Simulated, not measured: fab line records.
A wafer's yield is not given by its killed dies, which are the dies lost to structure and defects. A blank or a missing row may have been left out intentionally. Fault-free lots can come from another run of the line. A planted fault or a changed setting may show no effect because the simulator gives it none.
8D (eight disciplines) problem report, filled in by code + flow sfq-line + the parts of the form that need people (team, actions taken, sign-off) are left out

1. PROBLEM STATEMENT
Across 6 wafers from 2 lots, M1_NB_RS at SFQ_M1_RS_MEAS_909 averages 0.704 ohm/sq, while fault-free wafers read 0.888 ohm/sq with a standard deviation of 0.0097. That is -19 standard deviations from the usual mean.
The step: measures by four-point-probe.
Earliest sighting: wafer L973.2 on film-metro-04 at day 24 16:48. The record has a number at this step for 42 wafers belonging to 14 lots. By rule, "out" or "out of limits" means more than 4 standard deviations away from the usual mean. The rest of the wafers with a number are treated as sound.

2. WHAT IT IS, WHAT IT ISN'T
| question                    | is                           | is not                                                                          |
|-----------------------------|------------------------------|---------------------------------------------------------------------------------|
| which readings at this step | M1_NB_RS                     | -                                                                               |
| which lots                  | L973, L974                   | L958, L960, L961, L962, L963, L966, L968, L969, L971, L979, L980, L981          |
| which wafers of those lots  | all that have a number       | -                                                                               |
| read on which gauges        | film-metro-01, film-metro-04 | film-metro-03                                                                   |
| when                        | from day 24 16:48            | up to then (27 sound wafers); but 9 sound wafers of L979, L980, L981 came after |

3. THE SUSPECTS, EACH WITH WHAT RULES IT OUT
Counting: any tool at a process step up to the reading is kept as a suspect provided that every lot that is out went through it and no sound lot did after the first of them.
- ruled out: the gauge at SFQ_M1_RS_MEAS_909. 2 gauges (film-metro-01, film-metro-04) read the wafers that are out.
- pvd-sputter-04 at SFQ_TRILAYER_M1_DEP_SPUTTER_037 (material Nb, target thk 200 nm, time 133.3 s): kept. It processed each lot that is out, first L973 at day 24 16:41, and no sound lot thereafter; up to then, the last sound lot it processed was L971 at day 24 00:34. Its own cathode-dc-power-W readings are out on those wafers.
Remaining after the count: pvd-sputter-04 at SFQ_TRILAYER_M1_DEP_SPUTTER_037.

4. THE CAUSE (what the simulator had put in)
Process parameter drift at SFQ_TRILAYER_M1_DEP_SPUTTER_037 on pvd-sputter-04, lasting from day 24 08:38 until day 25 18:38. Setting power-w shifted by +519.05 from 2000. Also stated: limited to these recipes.
This tool alone remained once counting was done.

5. SEQUENCE OF EFFECTS, ordered by route
One row per reading whose mean, taken over the struck wafers that have a number, lies over 3 standard deviations from the usual. Scope: only readings with a usual standard deviation given in the record; hours: median across lots of the time from each lot's start at the first step in this table that gives one to its start at this step; sigmas: change in usual standard deviations.
| hours | step                                | reading            | usual        | on struck wafers | change | sigmas      |
|-------|-------------------------------------|--------------------|--------------|------------------|--------|-------------|
| 0     | SFQ_TRILAYER_M1_DEP_SPUTTER_037     | cathode-dc-power-W | 2000.1 W     | 2519.0           | +518.9 | +99 or more |
| 0     | SFQ_M1_RS_MEAS_909                  | M1_NB_RS           | 0.888 ohm/sq | 0.704            | -0.184 | -19         |
| 164   | SFQ_TRILAYER_M1_ETCH_METAL_ETCH_042 | oes-product-au     | 0.895 a.u.   | 1.002            | +0.107 | +15         |
Its process steps:
- SFQ_TRILAYER_M1_DEP_SPUTTER_037: material Nb, target thk 200 nm, time 133.3 s.
- SFQ_TRILAYER_M1_ETCH_METAL_ETCH_042: etches Nb in Cl2/Ar, stops on SiO2, target depth 240 nm, time 120 s.

6. HOW IT WOULD HAVE BEEN CAUGHT EARLIER
In this record the first reading out of limits at a measuring or inspecting step was taken at day 24 16:48, 8 hours after the fault began at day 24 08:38.
The tool's own readings at SFQ_TRILAYER_M1_DEP_SPUTTER_037 were out on every struck wafer that the step has a row for (cathode-dc-power-W): an alarm limit on them would have fired on the first of those.
Of the lots that are out (2), L974 began SFQ_TRILAYER_M1_DEP_SPUTTER_037 on pvd-sputter-04 after day 24 16:48. It would have been spared by a hold on the tool at that moment.
